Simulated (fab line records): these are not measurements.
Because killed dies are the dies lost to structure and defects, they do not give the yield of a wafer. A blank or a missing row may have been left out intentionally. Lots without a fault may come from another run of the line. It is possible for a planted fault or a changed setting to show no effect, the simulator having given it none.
Matching of chambers ; flow sky130 ; SKY_VIA4_CMP_02 on cmp-01: 4 sister chambers
The step polishes SiO2. 16 wafers are shown with their chamber, then 8 later ones without.

## WAFERS, EACH WITH ITS CHAMBER
wafer;chamber;motor-current-A (A)
L578.2;2;10.6
L578.4;0;10.5
L578.5;1;12.5
L580.1;2;10.6
L580.2;0;10.0
L580.6;2;11.2
L583.1;0;10.1
L583.3;2;10.9
L583.6;1;12.5
L590.1;3;9.3
L590.2;0;10.7
L590.5;2;11.1
L594.3;0;10.2
L594.5;2;10.4
L594.6;3;9.5
L596.1;0;9.6

SIGNATURES (means of the wafers above)
reading;chamber 0;chamber 1;chamber 2;chamber 3;scatter within a chamber
motor-current-A;10.183;12.500;10.800;9.400;0.325
Rule: distance of a wafer from a chamber = root of the sum over the readings of ((wafer's reading minus chamber's mean) / reading's scatter) squared. If the next closest chamber is less than 2 further off than the closest, the wafer can't be placed; otherwise it belongs to the closest. The scatter is the square root of a quotient: the sum, over the shown wafers, of each reading's squared deviation from its chamber's mean, divided by wafers minus chambers.

## WAFERS WHOSE CHAMBER IS MISSING
wafer;motor-current-A (A)
L596.3;9.3
L596.4;12.6
L600.1;10.2
L600.2;12.1
L600.3;10.7
L601.2;10.2
L601.4;11.0
L601.5;10.9

## WHICH CHAMBER EACH WENT THROUGH
wafer;from the rows above;in truth
L596.3;3;3
L596.4;1;1
L600.1;can't be placed: 0 or 2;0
L600.2;1;1
L600.3;can't be placed: 2 or 0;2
L601.2;can't be placed: 0 or 2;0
L601.4;can't be placed: 2 or 0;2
L601.5;can't be placed: 2 or 0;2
Correct placement for 3 of the 8. Unplaceable from these rows: 5, with the true chamber sitting among the candidates in 5. Number placed wrongly: 0.
